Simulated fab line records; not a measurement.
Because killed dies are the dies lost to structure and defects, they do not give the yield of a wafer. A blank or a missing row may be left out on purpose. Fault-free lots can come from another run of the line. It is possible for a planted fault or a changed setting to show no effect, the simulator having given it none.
Which of the tools did it? -- flow sky130 -- 12 lots, 35 wafers sampled, at 6 steps of a route of 708

WHAT THE GAUGES SHOWED, per wafer
SKY_POLY_GATE_OVL_MEAS_14. Usual: POLY_GATE_OVL typically reads 4 nm, with standard deviation 6.6.
lot,measured,on,POLY_GATE_OVL (nm),flag
L729,day 15 22:17,overlay-02,5 3 2,
L730,day 16 10:46,overlay-01,6 0 2,
L732,day 18 14:41,overlay-01,11 -1 3,
L738,day 19 13:18,overlay-02,-3 1 -4,
L737,day 19 13:40,overlay-01,14 11 3,
L739,day 19 19:57,overlay-02,19 9 13,
L740,day 20 10:04,overlay-01,0 -1 9,
L742,day 20 19:58,overlay-02,14 4,
L743,day 21 10:08,overlay-02,-4 3 -6,
L748,day 23 18:26,overlay-01,11 6 -3,
L751,day 24 09:50,overlay-02,4 -2 -7,
L752,day 24 12:08,overlay-02,7 3 -5,

SKY_LDD_P_CD_MEAS_07 targets a cd of 380 nm. Usual: cd-nm reads 380.8 nm (standard deviation 2.3).
lot,measured,on,cd-nm (nm),flag
L729,day 18 11:10,cd-sem-01,379.8 380.1 381.9,
L730,day 19 03:38,cd-sem-02,378.7 377.1 378.2,
L732,day 21 11:08,cd-sem-02,382.7 379.8 380.6,
L738,day 22 05:56,cd-sem-01,380.8 381.5 380.8,
L737,day 22 06:52,cd-sem-01,382.0 379.6 379.4,
L739,day 22 13:40,cd-sem-01,381.9 380.7 380.9,
L740,day 23 01:06,cd-sem-02,383.7 382.3 380.3,
L742,day 23 12:33,cd-sem-01,382.0 380.5,
L743,day 24 01:31,cd-sem-01,383.7 385.0 379.8,
L748,day 26 06:53,cd-sem-02,380.7 382.2 383.5,
L751,day 26 22:27,cd-sem-02,379.8 382.6 377.9,
L752,day 27 00:53,cd-sem-01,378.8 383.1 383.3,

SKY_LI_CONTACT_BOW_MEAS_03. Usual: LI_CONTACT_BOW typically reads 54 um, with standard deviation 6.
lot,measured,on,LI_CONTACT_BOW (um),flag
L729,day 27 09:52,film-metro-03,45 58 55,
L730,day 28 00:58,film-metro-03,59 56 56,
L732,day 30 04:50,film-metro-03,58 52 50,
L738,day 30 22:08,film-metro-03,55 54 48,
L737,day 30 22:25,film-metro-03,64 44 53,
L739,day 31 04:37,film-metro-02,77 60 54 - - -,
L740,day 31 14:44,film-metro-01,53 58 61 - - -,
L742,day 31 23:26,film-metro-01,55 56 - -,
L743,day 32 13:03,film-metro-01,45 56 47,
L748,day 34 14:35,film-metro-02,51 45 51,
L751,day 35 03:39,film-metro-02,50 53 62,
L752,day 35 08:55,film-metro-03,56 50 43,

SKY_LOCAL_INTERCONNECT_CD_MEAS_11 targets a cd of 170 nm. Usual: cd-nm reads 169.9 nm (standard deviation 1.5).
lot,measured,on,cd-nm (nm),flag
L729,day 29 19:17,cd-sem-01,170.2 170.9 170.1,
L730,day 30 10:35,cd-sem-01,172.7 169.3 172.7,
L732,day 32 13:07,cd-sem-01,170.9 171.4 172.1,
L738,day 33 07:57,cd-sem-02,169.6 170.0 169.5,
L737,day 33 08:08,cd-sem-02,170.0 170.1 168.6,
L739,day 33 11:47,cd-sem-01,167.5 168.8 168.3,
L740,day 33 21:37,cd-sem-02,167.7 170.1 169.9,
L742,day 34 07:18,cd-sem-01,170.6 170.7,
L743,day 34 19:42,cd-sem-02,170.7 170.8 168.9,
L748,day 36 20:05,cd-sem-01,170.6 170.0 171.8,
L751,day 37 09:49,cd-sem-02,165.5 168.3 167.2,
L752,day 37 14:36,cd-sem-01,172.2 172.5 172.3,

WHICH TOOL RAN EACH LOT (tool, then ch and the chambers of the sampled wafers, then the start)
lot,SKY_LI_CONTACT_CMP_02,SKY_LI_CONTACT_ETCH_15
L729,"cmp-02 ch 0,2,3, day 27 09:34","rie-diel-01 ch 0,2, day 28 14:41"
L730,"cmp-01 ch 0,1,3, day 28 00:40","rie-diel-01 ch 1,2,3, day 29 05:29"
L732,"cmp-02 ch 1,2, day 30 04:31","rie-diel-01 ch 0,1, day 31 09:01"
L738,"cmp-02 ch 1,3, day 30 21:52","rie-diel-03 ch 0,1,2, day 32 02:28"
L737,"cmp-01 ch 0,1,2, day 30 22:05","rie-diel-01 ch 1,3, day 32 02:49"
L739,"cmp-02 ch 0,1,3, day 31 04:19","rie-diel-01 ch 0,1,2, day 32 08:23"
L740,"cmp-02 ch 0,2,3, day 31 14:25","rie-diel-01 ch 1,2,3, day 32 18:17"
L742,"cmp-02 ch 1,3, day 31 23:11","rie-diel-04 ch 2, day 33 02:59"
L743,"cmp-01 ch 0,2,3, day 32 12:45","rie-diel-04 ch 0,3, day 33 15:56"
L748,"cmp-01 ch 1,2,3, day 34 14:20","rie-diel-04 ch 0,1,3, day 35 17:04"
L751,"cmp-01 ch 0,3, day 35 03:20","rie-diel-04 ch 0,1, day 36 06:17"
L752,"cmp-01 ch 1,2,3, day 35 08:37","rie-diel-03 ch 0,1,3, day 36 11:05"
- SKY_LI_CONTACT_CMP_02: polishes PSG.
- SKY_LI_CONTACT_ETCH_15: etches PSG in C4F8/O2/Ar, stops on Si, target depth 600 nm.

WHAT THE TOOLS THEMSELVES READ (means of the sampled wafers that have a number; where no wafer has one, the mark that the record gives instead)
SKY_LI_CONTACT_CMP_02. Usual: motor-current-A 12.6 A, standard deviation 1.5; slurry-flow-ml-min 150.0, standard deviation 0.47; time-to-endpoint-s 33.0 s, standard deviation 2.1.
lot,tool,motor-current-A (A),slurry-flow-ml-min,time-to-endpoint-s (s),flag
L729,cmp-02,11.1,150.2,32.6,
L730,cmp-01,13.5,149.9,33.0,
L732,cmp-02,12.1,149.9,31.6,
L738,cmp-02,11.5,150.4,35.3,
L737,cmp-01,12.7,149.5,34.3,
L739,cmp-02,11.2,149.6,34.6,
L740,cmp-02,10.9,150.2,34.1,
L742,cmp-02,11.4,150.4,36.8,
L743,cmp-01,13.1,149.6,34.7,
L748,cmp-01,14.2,150.6,32.8,
L751,cmp-01,12.4,149.5,32.1,
L752,cmp-01,14.2,150.3,35.8,

SKY_LI_CONTACT_ETCH_15. Usual: chamber-pressure-mTorr 40.00 mTorr, standard deviation 0.036; oes-product-au 0.837 a.u., standard deviation 0.005.
lot,tool,chamber-pressure-mTorr (mTorr),oes-product-au (a.u.),flag
L729,rie-diel-01,40.01,0.836,
L730,rie-diel-01,40.04,0.835,
L732,rie-diel-01,39.99,0.836,
L738,rie-diel-03,40.03,0.835,
L737,rie-diel-01,39.98,0.838,
L739,rie-diel-01,40.01,0.869,OFF
L740,rie-diel-01,40.02,0.864,OFF
L742,rie-diel-04,40.00,0.881,OFF
L743,rie-diel-04,39.98,0.835,
L748,rie-diel-04,40.00,0.844,
L751,rie-diel-04,39.99,0.836,
L752,rie-diel-03,40.03,0.838,

THE ANSWER, worked out from the rows above alone
Rule: take the mean of a lot's wafers that have a number; if it is more than 3 standard deviations from the usual mean, the lot is off. A lot without any number at a reading at which 4 lots or more have one is off too. Where the step has rows for the other lots, those lots are counted as sound. Order of review: gauges by route order, followed by the tools' own readings, for which a lot's mean as printed above is used. At the first step where some lot is off, the reading lying furthest off is the one used; lots without a number count as furthest.
Off: L739, L740, L742, at SKY_LI_CONTACT_ETCH_15 (oes-product-au).
A tool fits if, at that step or a process step before it, it ran every lot that is off, and no sound lot after the first of them. One fits: SKY_LI_CONTACT_CMP_02 on cmp-02. Its last sound lot is L738 (day 30 21:52), its first lot that is off L739 (day 31 04:19): a fault that began between those two fits.

WHAT THE SIMULATOR PUT IN
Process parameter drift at SKY_LI_CONTACT_CMP_02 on cmp-02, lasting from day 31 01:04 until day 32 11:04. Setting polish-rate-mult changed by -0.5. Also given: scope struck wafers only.
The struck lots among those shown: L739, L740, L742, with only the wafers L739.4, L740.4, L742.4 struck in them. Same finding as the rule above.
